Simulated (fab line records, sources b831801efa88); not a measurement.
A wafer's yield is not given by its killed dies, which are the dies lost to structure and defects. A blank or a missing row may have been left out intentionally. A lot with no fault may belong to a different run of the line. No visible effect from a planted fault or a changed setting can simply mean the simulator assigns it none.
Which of the tools did it? + flow gf180mcu + 13 lots (39 wafers sampled), 1 step of a 602-step route

WHAT EACH GAUGE READ, for each wafer
GF_V5_OVL_MEAS_15.
| lot  | measured     | on         | V5_OVL (nm) |
|------|--------------|------------|-------------|
| L331 | day 27 07:57 | overlay-02 | -3 -2 0     |
| L336 | day 28 22:04 | overlay-02 | -4 2 3      |
| L337 | day 29 04:54 | overlay-02 | 8 3 7       |
| L338 | day 29 20:04 | overlay-01 | 10 7 0      |
| L340 | day 30 07:08 | overlay-01 | 4 4 12      |
| L341 | day 30 09:12 | overlay-01 | -5 0 0      |
| L343 | day 30 22:49 | overlay-02 | 3 5 13      |
| L344 | day 31 05:21 | overlay-01 | -3 -2 2     |
| L350 | day 32 20:47 | overlay-01 | 15 13 15    |
| L351 | day 32 23:50 | overlay-02 | -3 -5 5     |
| L353 | day 33 11:24 | overlay-01 | 3 -10 -11   |
| L352 | day 33 12:21 | overlay-01 | -9 -11 -5   |
| L354 | day 33 18:03 | overlay-01 | 10 5 -7     |

WHICH TOOL RAN EACH LOT (tool, then ch and the chambers of the sampled wafers, then the start)
The record holds no process step before these readings.

AS READ BY THE TOOLS THEMSELVES (means over the sampled wafers that have a number; for cases with no such wafer, the mark the record gives instead)
The record holds no such reading with a usual standard deviation.

THE ANSWER, worked out from the rows above alone
Rule: usual is defined by the lots themselves. Put in order of their means at a reading, lots are off if they are a third of the lots or fewer, leave a main group of 4 or more, and stand apart from it by a gap of 3 or more times the standard deviation of the main group's means; of several such gaps the widest counts. Not used: any main group whose means are identical at the precision the tables above print for the reading. Also off: a lot with no number at a reading for which 4 or more lots have one. Any other lot the step has rows for is counted as sound. After the gauges, taken in route order, come the tools' own readings; for these a lot's mean is taken, as printed above. At the first step where some lot is off, the reading lying furthest off is the one used; lots without a number count as furthest.
No lot is off at any reading shown: from this, nothing can be told.

WHAT HAD BEEN PUT IN BY THE SIMULATOR
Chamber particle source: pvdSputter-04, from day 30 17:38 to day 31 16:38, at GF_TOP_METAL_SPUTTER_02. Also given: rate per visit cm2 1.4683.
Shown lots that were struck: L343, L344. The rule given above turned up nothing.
